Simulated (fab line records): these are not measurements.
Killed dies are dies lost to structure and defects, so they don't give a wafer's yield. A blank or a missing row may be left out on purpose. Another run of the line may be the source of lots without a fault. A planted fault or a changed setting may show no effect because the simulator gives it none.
Comparing a struck lot with a sound one ; flow sky130 ; 15 out of 708 route steps
Sound: wafers L161.1, L161.2, L161.5. Wafers struck: L171.1, L171.2, L171.3. At the end, the cause is stated.
Each step with rows lists, per side, the tool, then ch with its chambers, then its first start. Under that, the readings that differ: sound wafers ; struck wafers ; difference of the means ; sigmas: that difference in standard deviations of wafers without a fault.
alike: words and numbers the same on both sides, and readings whose means are apart by under 2 such deviations; not compared: readings that were withheld, readings missing a value for some wafer, numbers with overlapping values and no deviation given by the record, and bounds like >300 which may hide the same value.
Wherever a step has rows on one side only, a row that says differs or no value, or a row with sigmas, the two part there. Non-overlapping numbers with no deviation appear without sigmas and do not part them. A reading missing from all wafers of one side parts the sides only when that side holds two or more wafers.

SKY_METAL3_ETCH_16: etches BARC in N2/H2, stops on SiO2, time 88.2 s, target depth 60 nm.
  sound on rieMetal-04 ch 0,1, day 39 00:38; struck on rieMetal-03 ch 0,1, day 42 06:16
  alike: drypumpMotorCurrentA, oesProductAu, throttleValvePct
  not compared: rfHoursCounterH
SKY_METAL3_ETCH_17: etches SiO2 in C4F8/O2/Ar, stops on TiN, time 3.9 s, target depth 15 nm.
  sound on rieDiel-02 ch 1,3, day 39 00:44; struck on rieDiel-03 ch 0,1,3, day 42 06:22
  alike: oesProductAu
  not compared: rfHoursCounterH
SKY_METAL3_METAL_ETCH_18: etches the open film in Cl2/BCl3, stops on SiO2, target depth 845 nm, time 183.1 s.
  sound on rieMetal-01 ch 0,1, day 39 00:46; struck on rieMetal-04 ch 0,1, day 42 06:23
reading;sound;struck;difference;sigmas
drypumpMotorCurrentA (A);6.31 6.15 6.33;5.70 5.78 5.70;-0.54;-2
oesProductAu (a.u.);0.870 0.881 0.871;0.858 0.869 0.849;-0.015;-2
  alike: mfcCl2Sccm, throttleValvePct
  not compared: rfHoursCounterH
SKY_METAL3_STRIP_19: strips in O2/N2.
  sound on plasmaAsher-04 ch 0,1, day 39 00:56; struck on plasmaAsher-02 ch 0,1, day 42 06:34
  alike: drypumpMotorCurrentA, oesProductAu, stripTimeToEndpointS
  not compared: rfHoursCounterH
then, 4 steps without rows for these wafers: SKY_METAL3_STRIP_20 (strips in post etch residue remover, time 1200 s); SKY_METAL3_CLEAN_21 (cleans in IPA, time 180 s); SKY_METAL3_CLEAN_22 (cleans in O3/DIW); SKY_VIA3_HDPCVD_00 (deposits SiO2, target thk 1635 nm, time 272.5 s).
SKY_VIA3_THK_MEAS_01:
  struck on filmMetro-03, day 42 07:22; sound on filmMetro-01, day 39 01:41
  alike: VIA3_HDPCVD_THK
SKY_VIA3_CMP_02: polishes SiO2.
  sound on cmp-02 ch 0,1,2, day 39 01:51; struck on cmp-01 ch 0,1,3, day 42 07:34
  alike: edgeZonePressureFrac, motorCurrentA
SKY_VIA3_BOW_MEAS_03:
  struck on filmMetro-03, day 42 07:52; sound on filmMetro-03, day 39 02:03
  alike: VIA3_BOW
then, 1 step without rows for these wafers: SKY_VIA3_DEHYDRATE_04 (time 60 s).
SKY_VIA3_HMDS_05: prime time 60 s.
  sound on lithoTrack-01 ch 0, day 39 12:40; struck on lithoTrack-03 ch 0, day 42 18:44
reading;sound;struck;difference;sigmas
primeTempC (C);119.81 119.91 119.83;122.79 122.83 122.94;+3.00;+23
  alike: chillPlateTempC
then, 1 step without rows for these wafers: SKY_VIA3_COAT_06 (resist thk 60 nm).
SKY_PAD_OPEN_PROBE_99:
  the record has rows for the sound wafers here (prober-02, day 45 20:04) and none for the struck ones

== WHERE THEY PART ==
First at SKY_METAL3_METAL_ETCH_18; last, within this record, at SKY_PAD_OPEN_PROBE_99.

WHY: what the simulator had put in
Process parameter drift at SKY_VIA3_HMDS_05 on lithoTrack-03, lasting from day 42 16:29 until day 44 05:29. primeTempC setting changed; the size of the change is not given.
